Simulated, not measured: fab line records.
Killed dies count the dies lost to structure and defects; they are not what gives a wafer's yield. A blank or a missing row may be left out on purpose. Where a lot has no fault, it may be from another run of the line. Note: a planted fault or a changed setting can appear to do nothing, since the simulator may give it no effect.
fab line records | flow sky130
record: lots: 6 | wafers: 18 | last-day: 49
route steps=708 shown GATE_OXIDE@201 POLY_GATE@204 RES_PROTECT@206 PAD_OPEN@708
lots untouched by any fault: they come from a run of this same line in which no faults occurred
start-h: the number of hours between the record's first day and the start of the first shown wafer of the lot | wait-h: hours since the lot's step before | " same as the row above | L1.1+2: several wafers, shown together as one row | - no value, or no start given | * or withheld: withheld | < > ~ a bound
route shown NAME@n: NAME is a module with steps in the file, n the number in the route of the first one | usual: mean/standard deviation of fault-free wafers | same: alike in all rows | chamber/n: place in a boat | sites: each site's reading | _std_site: the standard deviation of these | _edge_site: the outer-site mean with the inner-site mean subtracted | radius-mm: for every site, how far away it sits from the centre of the wafer | mask NAME#n: copy n | behind: the tool/chamber that last shaped the wafer | hold: cause of the lot's hold/its duration in hours/its outcome | device: names the non-switching transistor (n, p or np) | end of line: tests run on the same wafers once the route is complete | a step with no rows: only its recipe | killed: not the wafer's yield, but the dies lost to structure and defects at the first sort | map: per-die view of a wafer (x killed, . not killed, _ where there is no die)
set.NAME: the setting as run; set.NAME@STEP: as run at that earlier step | model.NAME: the simulator's own value behind a step, which no gauge read
certain route steps with their lots: each step a table, each wafer a row
services: when a tool's chamber went out of use (start-h, in hours from the record's first day, below 0 if earlier), for how many hours, and the reason
== steps ==
step: SKY_GATE_OXIDE_TW_MEAS_14
usual: GATE_OXIDE_TW: 224.9/2.5
lot.wafer | tool          | chamber | start-h | wait-h | GATE_OXIDE_TW
L766.1    | film-metro-02 | -       | 410.76  | 0.1    | 227.0
L766.5    | "             | -       | "       | "      | 226.6
L766.6    | "             | -       | "       | "      | 228.1
L767.2    | film-metro-02 | -       | 418.81  | 0.1    | 227.2
L767.5    | "             | -       | "       | "      | 227.5
L767.6    | "             | -       | "       | "      | 227.5
L768.1    | film-metro-01 | -       | 429.66  | 0.1    | 220.1
L768.2    | "             | -       | "       | "      | 220.2
L768.5    | "             | -       | "       | "      | 219.9
L771.1    | film-metro-02 | -       | 448.91  | 0.1    | 224.7
L771.3    | "             | -       | "       | "      | 225.2
L771.5    | "             | -       | "       | "      | 225.7
L774.1    | film-metro-02 | -       | 475.45  | 0.1    | 225.6
L774.4    | "             | -       | "       | "      | 227.6
L774.6    | "             | -       | "       | "      | 225.3
L773.2    | film-metro-01 | -       | 483.16  | 0.1    | 221.3
L773.4    | "             | -       | "       | "      | 221.0
L773.6    | "             | -       | "       | "      | 222.4
step: SKY_GATE_OXIDE_CLEAN_15
recipe: chemistry: SC1/SC2 | mix: 1:4:20 | temp-c: 70 | time-s: 150 | dry: n2-spin
step: SKY_GATE_OXIDE_OXIDATION_16
recipe: temp-c: 800 | ambient: O2 | idle-temp-c: 700 | ramp-up-c-per-min: 10 | ramp-down-c-per-min: 3 | stabilise-s: 600 | purge-s: 300 | target-thk-a: 35.7 | ox-time-s: 1915
step: SKY_POLY_GATE_CVD_00
recipe: material: poly-Si | target-thk-nm: 180 | temp-c: 620 | time-s: 720 | pressure-mtorr: 200
step: SKY_POLY_GATE_THK_MEAS_01
recipe: reads: poly-Si_of_POLY_GATE_CVD_00
usual: POLY_GATE_CVD_00_THK: 180.5/1.2
lot.wafer | tool          | chamber | start-h | wait-h | POLY_GATE_CVD_00_THK[nm]
L766.1    | film-metro-01 | -       | 415.10  | 0.0    | 179.4
L766.5    | "             | -       | "       | "      | 179.7
L766.6    | "             | -       | "       | "      | 179.6
L767.2    | film-metro-01 | -       | 422.50  | 0.0    | 179.8
L767.5    | "             | -       | "       | "      | 178.6
L767.6    | "             | -       | "       | "      | 179.5
L768.1    | film-metro-03 | -       | 433.36  | 0.0    | 177.3
L768.2    | "             | -       | "       | "      | 178.3
L768.5    | "             | -       | "       | "      | 179.1
L771.1    | film-metro-03 | -       | 453.93  | 0.0    | 182.8
L771.3    | "             | -       | "       | "      | 182.8
L771.5    | "             | -       | "       | "      | 181.8
L774.1    | film-metro-04 | -       | 478.30  | 0.0    | 181.0
L774.4    | "             | -       | "       | "      | 181.1
L774.6    | "             | -       | "       | "      | 183.0
L773.2    | film-metro-04 | -       | 486.39  | 0.0    | 179.6
L773.4    | "             | -       | "       | "      | 179.8
L773.6    | "             | -       | "       | "      | 181.3
step: SKY_RES_PROTECT_DEHYDRATE_00
recipe: temp-c: 200 | time-s: 60
step: SKY_RES_PROTECT_HMDS_01
recipe: prime-time-s: 60 | prime-temp-c: 120
step: SKY_RES_PROTECT_COAT_02
recipe: resist: NOVOLAK | spin-rpm: 3000 | resist-thk-nm: 1140
step: SKY_RES_PROTECT_SOFTBAKE_03
recipe: temp-c: 90 | time-s: 60 | resist: NOVOLAK
step: SKY_RES_PROTECT_EXPOSE_04
recipe: mask-id: RPM | na: 0.6 | source-shape: conventional | sigma-outer: 0.6 | polarization: unpolarized | target-cd-nm: 1270 | dose-mj: 131
step: SKY_RES_PROTECT_PEB_05
recipe: temp-c: withheld | time-s: * | resist: NOVOLAK
step: SKY_RES_PROTECT_DEVELOP_06
recipe: resist: NOVOLAK | developer: TMAH | develop-time-s: 60 | dev-temp-c: 23
step: SKY_POLY_GATE_IMPLANT_02
recipe: species: P | energy-kev: 30 | dose-cm2: 7.7e+15 | tilt-deg: 0
usual: beam-on-s: 36/6 | dose-ions-cm2: 7.7e+15/7.4e+12
same: implant-ion-amu: 31
lot.wafer | tool         | chamber | start-h | wait-h | beam-on-s | dose-ions-cm2
L766.1    | implanter-02 | 0       | 445.09  | 0.1    | 29        | 7.703e+15
L766.5    | "            | 0       | "       | "      | 29        | 7.707e+15
L766.6    | "            | 0       | "       | "      | 28        | 7.704e+15
L767.2    | implanter-04 | 0       | 453.08  | 0.1    | 33        | 7.708e+15
L767.5    | "            | 0       | "       | "      | 32        | 7.698e+15
L767.6    | "            | 0       | "       | "      | 33        | 7.693e+15
L768.1    | implanter-04 | 0       | 464.29  | 0.1    | 10        | 2.141e+15
L768.2    | "            | 0       | "       | "      | 10        | 2.156e+15
L768.5    | "            | 0       | "       | "      | 10        | 2.132e+15
L771.1    | implanter-04 | 0       | 484.84  | 0.1    | 10        | 2.129e+15
L771.3    | "            | 0       | "       | "      | 10        | 2.133e+15
L771.5    | "            | 0       | "       | "      | 10        | 2.132e+15
L774.1    | implanter-01 | 0       | 509.21  | 0.1    | 42        | 7.701e+15
L774.4    | "            | 0       | "       | "      | 42        | 7.696e+15
L774.6    | "            | 0       | "       | "      | 41        | 7.687e+15
L773.2    | implanter-02 | 0       | 516.96  | 0.1    | 30        | 7.7e+15
L773.4    | "            | 0       | "       | "      | 29        | 7.686e+15
L773.6    | "            | 0       | "       | "      | 29        | 7.699e+15
step: SKY_RES_PROTECT_STRIP_07
recipe: chemistry: O2/N2 | power-w: 1400 | pressure-mtorr: 1500 | platen-temp-c: withheld | o2-flow-sccm: 3000 | n2-flow-sccm: 300 | overash-fraction: 0.5
usual: drypump-motor-current-A: 5.95/0.24 | oes-product-au: 0.518/0.0046 | strip-time-to-endpoint-s: 23.29/0.035
lot.wafer | tool            | chamber | start-h | wait-h | drypump-motor-current-A | oes-product-au | rf-hours-counter-h | strip-time-to-endpoint-s
L766.1    | plasma-asher-04 | 1       | 445.24  | 0.1    | 5.91                    | 0.526          | 2                  | 23.27
L766.5    | "               | 1       | "       | "      | 5.91                    | 0.515          | -                  | 23.33
L766.6    | "               | 0       | "       | "      | 6.02                    | 0.520          | -                  | 23.30
L767.2    | plasma-asher-04 | 1       | 453.21  | 0.1    | 5.91                    | 0.521          | 3                  | 23.29
L767.5    | "               | 0       | "       | "      | 6.03                    | 0.519          | -                  | 23.27
L767.6    | "               | 1       | "       | "      | 5.90                    | 0.513          | -                  | 23.29
L768.1    | plasma-asher-04 | 1       | 464.44  | 0.1    | 5.94                    | 0.598          | 3                  | 18.47
L768.2    | "               | 0       | "       | "      | 6.03                    | 0.598          | 3                  | 18.47
L768.5    | "               | 1       | "       | "      | 5.95                    | 0.597          | -                  | 18.51
L771.1    | plasma-asher-03 | 0       | 484.99  | 0.1    | 5.64                    | 0.592          | 83                 | 18.42
L771.3    | "               | 0       | "       | "      | 5.64                    | 0.589          | -                  | 18.40
L771.5    | "               | 1       | "       | "      | 6.12                    | 0.599          | -                  | 18.38
L774.1    | plasma-asher-04 | 1       | 509.36  | 0.1    | 5.87                    | 0.522          | 8                  | 23.30
L774.4    | "               | 1       | "       | "      | 5.88                    | 0.521          | -                  | 23.34
L774.6    | "               | 1       | "       | "      | 5.89                    | 0.525          | -                  | 23.31
L773.2    | plasma-asher-01 | 0       | 517.09  | 0.1    | 6.32                    | 0.520          | 71                 | 23.24
L773.4    | "               | 0       | "       | "      | 6.29                    | 0.516          | -                  | 23.29
L773.6    | "               | 1       | "       | "      | 5.66                    | 0.517          | -                  | 23.27
step: SKY_RES_PROTECT_TW_MEAS_08
usual: POLY_GATE_TW: 4045/40
lot.wafer | tool          | chamber | start-h | wait-h | POLY_GATE_TW
L766.1    | film-metro-01 | -       | 445.34  | 0.1    | 3989
L766.5    | "             | -       | "       | "      | 4013
L766.6    | "             | -       | "       | "      | 4011
L767.2    | film-metro-02 | -       | 453.32  | 0.1    | 4067
L767.5    | "             | -       | "       | "      | 4079
L767.6    | "             | -       | "       | "      | 4081
L768.1    | film-metro-02 | -       | 464.54  | 0.1    | 3541
L768.2    | "             | -       | "       | "      | 3555
L768.5    | "             | -       | "       | "      | 3567
L771.1    | film-metro-02 | -       | 485.09  | 0.1    | 3586
L771.3    | "             | -       | "       | "      | 3598
L771.5    | "             | -       | "       | "      | 3582
L774.1    | film-metro-01 | -       | 509.46  | 0.1    | 3977
L774.4    | "             | -       | "       | "      | 4001
L774.6    | "             | -       | "       | "      | 3995
L773.2    | film-metro-03 | -       | 517.20  | 0.1    | 4014
L773.4    | "             | -       | "       | "      | 4034
L773.6    | "             | -       | "       | "      | 4033
step: SKY_RES_PROTECT_CLEAN_09
recipe: chemistry: SC1/SC2 | mix: 1:4:20 | temp-c: 70 | time-s: 150 | dry: n2-spin
step: SKY_PAD_OPEN_PROBE_99
usual: killed_at_M0_to_M3: 43/7.2 | killed_at_M4_up: 3.2/1.8 | killed-at-contacts: 23/5.6 | killed-at-front-end: 15/4.6 | killed-at-other: 0.3/0.71 | killed-dies: 85/10 | killed-open: 46/7.8 | killed-short: 38/6.5
same: gross-dies: 492 | killed-at-back-side: 0
lot.wafer | tool      | chamber | start-h | wait-h | killed_at_M0_to_M3 | killed_at_M4_up | killed-at-contacts | killed-at-front-end | killed-at-other | killed-dies | killed-open | killed-short | model.etest.licon-poly.rc-ohm | model.etest.res-poly.line-ohm-um | model.etest.res-poly.rs-ohm-sq | model.etest.nfet_01v8.r-on-ohm-um | model.etest.nfet_01v8_swapped.drive-ua-um | model.etest.nfet_01v8_turned.drive-ua-um | model.etest.nfet_01v8.drive-ua-um | model.etest.nfet_01v8_lvt.drive-ua-um
L766.1    | prober-01 | -       | 1146.94 | 0.1    | 39                 | 3               | 25                 | 16                  | 0               | 83          | 39          | 44           | 155.1                         | 504.2                            | 49.1                           | 845                               | 492.8                                     | 493.8                                    | 491.4                             | 566.6
L766.5    | prober-01 | -       | 1147.14 | 0.2    | 48                 | 4               | 25                 | 18                  | 3               | 98          | 54          | 43           | 152.2                         | 497.4                            | 48.73                          | 829.6                             | 509                                       | 508.6                                    | 511                               | 579.2
L766.6    | prober-01 | -       | 1147.19 | 0.2    | 41                 | 4               | 20                 | 16                  | 0               | 81          | 47          | 33           | 153.3                         | 509.3                            | 48.5                           | 816.7                             | 509.6                                     | 512.6                                    | 511.8                             | 582.8
L767.2    | prober-02 | -       | 1153.49 | 0.1    | 44                 | 3               | 29                 | 16                  | 0               | 92          | 48          | 44           | 145.9                         | 499.5                            | 47.95                          | 876.5                             | 478.5                                     | 480.3                                    | 477.7                             | 546.8
L767.5    | prober-02 | -       | 1153.64 | 0.2    | 41                 | 1               | 19                 | 12                  | 1               | 74          | 40          | 34           | 152.5                         | 521.9                            | 49.05                          | 861                               | 478.7                                     | 480.9                                    | 480.2                             | 544.2
L767.6    | prober-02 | -       | 1153.69 | 0.2    | 30                 | 5               | 28                 | 10                  | 0               | 73          | 38          | 35           | 147.8                         | 488.2                            | 48.39                          | 866                               | 480.5                                     | 479.5                                    | 482.9                             | 547.4
L768.1    | prober-01 | -       | 1156.94 | 0.1    | 51                 | 0               | 29                 | 12                  | 0               | 92          | 55          | 36           | 2182                          | 2122                             | 203.9                          | 884                               | 464.4                                     | 458.4                                    | 459.8                             | 532.3
L768.2    | prober-01 | -       | 1156.99 | 0.1    | 53                 | 3               | 15                 | 16                  | 0               | 87          | 34          | 53           | 2168                          | 2199                             | 200                            | 868                               | 478.2                                     | 472.3                                    | 476                               | 546.1
L768.5    | prober-01 | -       | 1157.14 | 0.2    | 44                 | 4               | 32                 | 8                   | 1               | 89          | 51          | 38           | 2105                          | 2135                             | 201.5                          | 890.8                             | 461.4                                     | 460.6                                    | 460.2                             | 532.6
L771.1    | prober-02 | -       | 1172.33 | 0.1    | 55                 | 9               | 32                 | 15                  | 0               | 111         | 58          | 52           | 2098                          | 2114                             | 199.2                          | 894.5                             | 449.2                                     | 451.5                                    | 445.8                             | 525.6
L771.3    | prober-02 | -       | 1172.43 | 0.2    | 43                 | 3               | 24                 | 19                  | 0               | 89          | 62          | 26           | 2065                          | 2052                             | 194.4                          | 904.3                             | 442.8                                     | 439.3                                    | 441.8                             | 513.7
L771.5    | prober-02 | -       | 1172.53 | 0.2    | 43                 | 4               | 26                 | 23                  | 0               | 96          | 47          | 49           | 2162                          | 2025                             | 197.6                          | 896.1                             | 448.6                                     | 449.1                                    | 452.1                             | 516.9
L774.1    | prober-02 | -       | 1184.38 | 0.1    | 47                 | 1               | 26                 | 31                  | 0               | 105         | 66          | 39           | 153.6                         | 517.3                            | 48.13                          | 847.5                             | 489.8                                     | 492.4                                    | 496.4                             | 561.4
L774.4    | prober-02 | -       | 1184.53 | 0.2    | 47                 | 7               | 30                 | 17                  | 0               | 101         | 55          | 46           | 153.5                         | 529.7                            | 48.45                          | 838.8                             | 496                                       | 496.6                                    | 500.8                             | 570.2
L774.6    | prober-02 | -       | 1184.63 | 0.2    | 68                 | 1               | 24                 | 16                  | 0               | 109         | 52          | 57           | 159.6                         | 538                              | 49.81                          | 822                               | 503.1                                     | 503.6                                    | 499.5                             | 576.4
L773.2    | prober-01 | -       | 1187.71 | 0.1    | 39                 | 2               | 20                 | 17                  | 0               | 78          | 47          | 30           | 153.8                         | 515.7                            | 48.01                          | 815.9                             | 508.5                                     | 507.2                                    | 505.3                             | 579.6
L773.4    | prober-01 | -       | 1187.81 | 0.2    | 35                 | 6               | 32                 | 17                  | 1               | 91          | 51          | 40           | 152.1                         | 524.2                            | 49.1                           | 810.3                             | 516.4                                     | 522.2                                    | 513                               | 586.7
L773.6    | prober-01 | -       | 1187.91 | 0.2    | 35                 | 6               | 33                 | 17                  | 0               | 91          | 51          | 38           | 151.8                         | 520                              | 48.35                          | 839.1                             | 497.7                                     | 497.5                                    | 496.5                             | 575.7
killed by level:class
L766.1 CONTACT:geometric-particle:open=10 METAL2:geometric-particle:short=8 VIA1:geometric-particle:open=6 FIELD_ISO:geometric-particle:short=5 METAL1:geometric-particle:short=5 LOCAL_INTERCONNECT:geometric-particle:short=5 VIA2:geometric-particle:open=5 METAL3:geometric-particle:short=4
L766.5 VIA1:geometric-particle:open=13 VIA2:geometric-particle:open=10 METAL3:geometric-particle:short=9 CONTACT:geometric-particle:open=9 LI_CONTACT:geometric-particle:open=6 FIELD_ISO:geometric-particle:open=5 LOCAL_INTERCONNECT:geometric-particle:short=5 METAL1:geometric-particle:short=4
L766.6 VIA1:geometric-particle:open=14 VIA2:geometric-particle:open=8 CONTACT:geometric-particle:open=7 FIELD_ISO:geometric-particle:short=5 CONTACT:geometric-particle:short=5 VIA2:geometric-particle:short=5 VIA3:geometric-particle:open=5 POLY_GATE:geometric-particle:open=4
L767.2 VIA1:geometric-particle:open=12 CONTACT:geometric-particle:open=11 METAL1:geometric-particle:short=7 VIA2:geometric-particle:open=7 CONTACT:geometric-particle:short=6 LI_CONTACT:geometric-particle:open=5 FIELD_ISO:geometric-particle:open=4 METAL2:geometric-particle:short=4
L767.5 METAL1:geometric-particle:short=7 FIELD_ISO:geometric-particle:open=6 METAL3:geometric-particle:short=6 LI_CONTACT:geometric-particle:open=6 METAL2:geometric-particle:short=6 VIA2:geometric-particle:open=6 VIA3:geometric-particle:open=6 VIA1:geometric-particle:open=5
L767.6 VIA1:geometric-particle:open=12 CONTACT:geometric-particle:open=11 LOCAL_INTERCONNECT:geometric-particle:short=6 CONTACT:geometric-particle:short=6 FIELD_ISO:geometric-particle:short=4 LI_CONTACT:geometric-particle:open=4 METAL2:geometric-particle:short=4 VIA2:geometric-particle:open=3
L768.1 CONTACT:geometric-particle:open=13 VIA2:geometric-particle:open=9 VIA1:geometric-particle:open=8 CONTACT:geometric-particle:short=7 VIA3:geometric-particle:open=7 VIA1:geometric-particle:short=6 LI_CONTACT:geometric-particle:open=6 METAL1:geometric-particle:short=5
L768.2 VIA3:geometric-particle:open=10 VIA1:geometric-particle:short=9 VIA1:geometric-particle:open=8 FIELD_ISO:geometric-particle:short=6 METAL1:geometric-particle:short=6 LOCAL_INTERCONNECT:geometric-particle:short=5 METAL2:geometric-particle:short=5 VIA3:geometric-particle:short=5
L768.5 CONTACT:geometric-particle:open=15 VIA1:geometric-particle:open=13 VIA2:geometric-particle:open=8 LOCAL_INTERCONNECT:geometric-particle:short=7 LI_CONTACT:geometric-particle:open=5 VIA1:geometric-particle:short=5 METAL2:geometric-particle:short=5 METAL1:geometric-particle:short=4
L771.1 VIA1:geometric-particle:open=13 LI_CONTACT:geometric-particle:open=8 CONTACT:geometric-particle:open=8 METAL1:geometric-particle:short=8 VIA1:geometric-particle:short=7 VIA3:geometric-particle:open=7 CONTACT:geometric-particle:short=6 VIA2:geometric-particle:open=6
L771.3 VIA1:geometric-particle:open=13 FIELD_ISO:geometric-particle:open=11 CONTACT:geometric-particle:open=9 LI_CONTACT:geometric-particle:open=8 VIA3:geometric-particle:open=6 METAL2:geometric-particle:short=5 METAL2:geometric-particle:open=5 METAL1:geometric-particle:short=4
L771.5 VIA1:geometric-particle:open=9 FIELD_ISO:geometric-particle:short=8 METAL2:geometric-particle:short=6 LI_CONTACT:geometric-particle:open=6 LOCAL_INTERCONNECT:geometric-particle:short=6 CONTACT:geometric-particle:open=6 VIA2:geometric-particle:open=6 VIA3:geometric-particle:open=6
L774.1 VIA3:geometric-particle:open=13 CONTACT:geometric-particle:open=9 VIA1:geometric-particle:open=9 VIA2:geometric-particle:open=9 FIELD_ISO:geometric-particle:short=8 FIELD_ISO:geometric-particle:open=7 CONTACT:geometric-particle:short=6 POLY_GATE:geometric-particle:open=5
L774.4 LI_CONTACT:geometric-particle:open=12 VIA1:geometric-particle:open=12 CONTACT:geometric-particle:open=11 VIA3:geometric-particle:open=9 METAL4:geometric-particle:short=6 POLY_GATE:geometric-particle:open=6 VIA1:geometric-particle:short=6 METAL3:geometric-particle:short=6
L774.6 VIA1:geometric-particle:open=13 METAL2:geometric-particle:short=12 VIA1:geometric-particle:short=8 VIA3:geometric-particle:open=8 FIELD_ISO:geometric-particle:short=7 METAL1:geometric-particle:short=7 LI_CONTACT:geometric-particle:open=6 LOCAL_INTERCONNECT:geometric-particle:short=6
L773.2 VIA1:geometric-particle:open=9 CONTACT:geometric-particle:open=8 METAL2:geometric-particle:short=6 VIA3:geometric-particle:open=6 VIA2:geometric-particle:open=5 POLY_GATE:geometric-particle:short=4 LI_CONTACT:geometric-particle:open=4 VIA1:geometric-particle:short=4
L773.4 VIA1:geometric-particle:open=12 CONTACT:geometric-particle:open=10 LOCAL_INTERCONNECT:geometric-particle:short=8 CONTACT:geometric-particle:short=7 POLY_GATE:geometric-particle:open=6 FIELD_ISO:geometric-particle:open=5 LI_CONTACT:geometric-particle:open=4 METAL4:geometric-particle:short=4
L773.6 VIA1:geometric-particle:open=13 CONTACT:geometric-particle:open=13 FIELD_ISO:geometric-particle:open=6 CONTACT:geometric-particle:short=6 LI_CONTACT:geometric-particle:open=6 METAL1:geometric-particle:short=5 LOCAL_INTERCONNECT:geometric-particle:short=4 VIA2:geometric-particle:open=4
== services ==
tool            | chamber | start-h | hours | kind
plasma-asher-04 | -       | 421.25  | 9.0   | pm
plasma-asher-04 | 0       | 421.25  | 9.0   | vent-cycle
plasma-asher-04 | 1       | 421.25  | 9.0   | vent-cycle
implanter-04    | -       | 422.79  | 1.1   | repair
plasma-asher-04 | 0       | 430.25  | -     | clean
plasma-asher-04 | 1       | 430.25  | -     | clean
implanter-02    | -       | 472.57  | 3.2   | repair
implanter-02    | -       | 480.36  | 20.3  | repair
plasma-asher-03 | -       | 506.05  | 20.6  | repair
implanter-02    | -       | 508.23  | 5.4   | pm
plasma-asher-01 | -       | 510.88  | 2.8   | pm
== key ==
first-sign: step: SKY_POLY_GATE_IMPLANT_02 | reading: dose-ions-cm2 | direction: down | sigmas: 99+ | usual: * | struck: *
effect: step: SKY_POLY_GATE_IMPLANT_02 | reading: beam-on-s | direction: down | sigmas: 4.3 | usual: 36 | struck: 10
effect: step: SKY_RES_PROTECT_STRIP_07 | reading: strip-time-to-endpoint-s | direction: down | sigmas: 99+ | usual: * | struck: *
effect: step: SKY_RES_PROTECT_TW_MEAS_08 | reading: POLY_GATE_TW | direction: down | sigmas: 12 | usual: 4045 | struck: 3571
model-effect: step: SKY_PAD_OPEN_PROBE_99 | value: etest.licon-poly.rc-ohm | without: 150.4 | struck: 2130
met-at SKY_POLY_GATE_IMPLANT_02
struck-wafers L768.1,L768.2,L768.5,L771.1,L771.3,L771.5
tester-left-out L768,L771
onset-between 453.08 464.29
fault: kind: process-parameter-drift | tool: implanter-04 | chamber: - | onset-h: 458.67 | steps: SKY_POLY_GATE_IMPLANT_02 | channel: dose-cm2 | offset: * | shape: step | end-h: 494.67 | acts-in: * | stated: *
tester-left-out: of these lots the tester's yield and bins aren't shown, on N5 and GAA mostly nor the transistor test; their killed dies are dies lost to structure and defects alone, not to doping, threshold or leakage, so they don't give the yield
